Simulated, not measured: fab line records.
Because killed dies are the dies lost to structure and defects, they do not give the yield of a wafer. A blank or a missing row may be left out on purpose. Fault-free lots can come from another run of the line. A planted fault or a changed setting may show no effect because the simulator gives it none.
The tool behind it: which one? -- flow sky130 -- 30 wafers from 11 lots sampled at 5 of the route's 708 steps

## WHAT EACH GAUGE READ, for each wafer
SKY_POLY_CUT_CD_MEAS_08: the cd target is 270 nm. Usual: cdNm at 270.1 nm, with a standard deviation of 1.2.
lot,measured,on,cdNm (nm),flag
L529,day 22 13:39,cdSem-01,268.2 267.3 267.5,
L530,day 24 09:13,cdSem-01,270.8 271.6 270.0,
L538,day 28 05:30,cdSem-02,270.9 270.0,
L539,day 28 13:43,cdSem-02,272.4 273.5,
L540,day 28 20:42,cdSem-02,269.9 269.1,
L542,day 30 23:01,cdSem-02,270.9 270.7 269.0,
L546,day 31 01:32,cdSem-02,271.3 270.0 271.2,
L547,day 31 03:34,cdSem-02,271.6 270.8 272.9,
L548,day 31 08:30,cdSem-02,270.4 269.6 269.7,
L550,day 32 18:35,cdSem-01,269.8 268.8 269.3,
L552,day 33 02:24,cdSem-01,268.3 269.6 267.9,

SKY_SD_N_RS_MEAS_17: measurement is done with a four-point probe. Usual: SD_P_RS typically reads 147.1 ohm/sq, with standard deviation 0.38.
lot,measured,on,SD_P_RS (ohm/sq),flag
L529,day 26 10:29,filmMetro-03,146.7 147.0 147.1,
L530,day 28 02:41,filmMetro-03,146.7 147.1 147.0,
L538,day 31 21:17,filmMetro-03,146.9 147.1,
L539,day 32 03:31,filmMetro-04,146.8 147.3,
L540,day 32 10:14,filmMetro-02,146.6 146.8,
L542,day 34 05:23,filmMetro-02,147.0 146.6 147.1,
L546,day 34 07:55,filmMetro-03,147.5 147.3 147.2,
L547,day 34 09:03,filmMetro-04,146.7 147.4 147.2,
L548,day 34 11:40,filmMetro-04,147.4 146.9 147.2,
L550,day 35 22:05,filmMetro-03,146.9 147.0 147.2,
L552,day 36 05:23,filmMetro-03,147.8 147.0 147.2,

SKY_LOCAL_INTERCONNECT_RS_MEAS_01: measurement is done with a four-point probe. Usual: LOCAL_INTERCONNECT_TIN_RS typically reads 14.26 ohm/sq, with standard deviation 0.13.
lot,measured,on,LOCAL_INTERCONNECT_TIN_RS (ohm/sq),flag
L529,day 27 18:16,filmMetro-01,14.07 14.27 14.15,
L530,day 29 09:19,filmMetro-04,14.32 14.17 14.29,
L538,day 33 02:04,filmMetro-02,10.52 14.17,OFF
L539,day 33 07:22,filmMetro-02,10.39 14.35,OFF
L540,day 33 13:13,filmMetro-02,10.42 14.08,OFF
L542,day 35 08:17,filmMetro-04,14.41 14.21 14.40,
L546,day 35 11:45,filmMetro-01,14.30 14.43 14.34,
L547,day 35 12:38,filmMetro-02,14.13 14.14 14.09,
L548,day 35 16:04,filmMetro-01,14.22 14.29 14.21,
L550,day 37 01:25,filmMetro-04,14.14 13.92 14.09,
L552,day 37 08:37,filmMetro-04,14.16 14.24 14.34,

SKY_LOCAL_INTERCONNECT_THK_MEAS_02: measures by xrf. Usual: LOCAL_INTERCONNECT_TIN_THK typically reads 99.0 nm, with standard deviation 0.91.
lot,measured,on,LOCAL_INTERCONNECT_TIN_THK (nm),flag
L529,day 27 18:23,filmMetro-01,100.5 99.5 99.9,
L530,day 29 09:26,filmMetro-04,99.3 99.7 99.1,
L538,day 33 02:11,filmMetro-02,131.6 99.3,OFF
L539,day 33 07:29,filmMetro-02,133.8 98.2,OFF
L540,day 33 13:20,filmMetro-02,133.6 99.7,OFF
L542,day 35 08:24,filmMetro-04,98.1 99.5 98.0,
L546,day 35 11:52,filmMetro-01,98.7 98.5 98.7,
L547,day 35 12:45,filmMetro-02,100.0 100.0 100.3,
L548,day 35 16:11,filmMetro-01,99.3 98.8 99.3,
L550,day 37 01:31,filmMetro-04,99.9 102.3 100.7,
L552,day 37 08:44,filmMetro-04,99.9 99.5 99.0,

## WHAT TOOL EACH LOT RAN ON (gives the tool, then ch and the chambers of the sampled wafers, and finally the start)
lot,SKY_LOCAL_INTERCONNECT_SPUTTER_00
L529,"pvdSputter-01, day 27 18:13"
L530,"pvdSputter-01, day 29 09:14"
L538,"pvdSputter-01, day 33 02:00"
L539,"pvdSputter-01, day 33 07:18"
L540,"pvdSputter-01, day 33 13:09"
L542,"pvdSputter-04, day 35 08:13"
L546,"pvdSputter-04, day 35 11:40"
L547,"pvdSputter-03, day 35 12:34"
L548,"pvdSputter-04, day 35 16:00"
L550,"pvdSputter-03, day 37 01:20"
L552,"pvdSputter-04, day 37 08:33"
- SKY_LOCAL_INTERCONNECT_SPUTTER_00: material TiN, target thk 100 nm, time 83.3 s.

## WHAT THE TOOLS THEMSELVES READ (means of the sampled wafers that have a number; where no wafer has one, the mark that the record gives instead)
SKY_LOCAL_INTERCONNECT_SPUTTER_00. Usual: cathodeDcPowerW 6500.0 W, standard deviation 1.2; throttleValvePct 30.2 %, standard deviation 1.3.
lot,tool,cathodeDcPowerW (W),throttleValvePct (%),flag
L529,pvdSputter-01,6499.4,31.8,
L530,pvdSputter-01,6500.7,31.1,
L538,pvdSputter-01,6499.9,28.9,
L539,pvdSputter-01,6498.5,31.8,
L540,pvdSputter-01,6501.2,31.5,
L542,pvdSputter-04,6500.9,29.6,
L546,pvdSputter-04,6500.6,30.0,
L547,pvdSputter-03,6501.1,29.2,
L548,pvdSputter-04,6499.1,30.2,
L550,pvdSputter-03,6500.1,30.4,
L552,pvdSputter-04,6500.7,29.6,

## THE ANSWER, worked out from the rows above alone
Rule: a lot counts as off when the mean over its wafers that have a number is more than 3 standard deviations away from the usual mean. A lot without any number at a reading at which 4 lots or more have one is off too. Where the step has rows for the other lots, those lots are counted as sound. First the gauges in route order, then the tools' own readings, where a lot's mean is used as printed above. At the first step where some lot is off, the reading lying furthest off is the one used; lots without a number count as furthest.
Off: at SKY_LOCAL_INTERCONNECT_RS_MEAS_01 (LOCAL_INTERCONNECT_TIN_RS), L538, L539, L540.
A tool fits if, at a process step before that reading, it ran every lot that is off, and no sound lot after the first of them. Those tools and the gauges at SKY_LOCAL_INTERCONNECT_RS_MEAS_01 are tried in the same way. One fits: SKY_LOCAL_INTERCONNECT_SPUTTER_00 on pvdSputter-01. Its last sound lot is L530 (day 29 09:14), its first lot that is off L538 (day 33 02:00): a fault that began between those two fits.

## WHAT THE SIMULATOR HAD INSERTED
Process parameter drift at SKY_LOCAL_INTERCONNECT_SPUTTER_00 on pvdSputter-01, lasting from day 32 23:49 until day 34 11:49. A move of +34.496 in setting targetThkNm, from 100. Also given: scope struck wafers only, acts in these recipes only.
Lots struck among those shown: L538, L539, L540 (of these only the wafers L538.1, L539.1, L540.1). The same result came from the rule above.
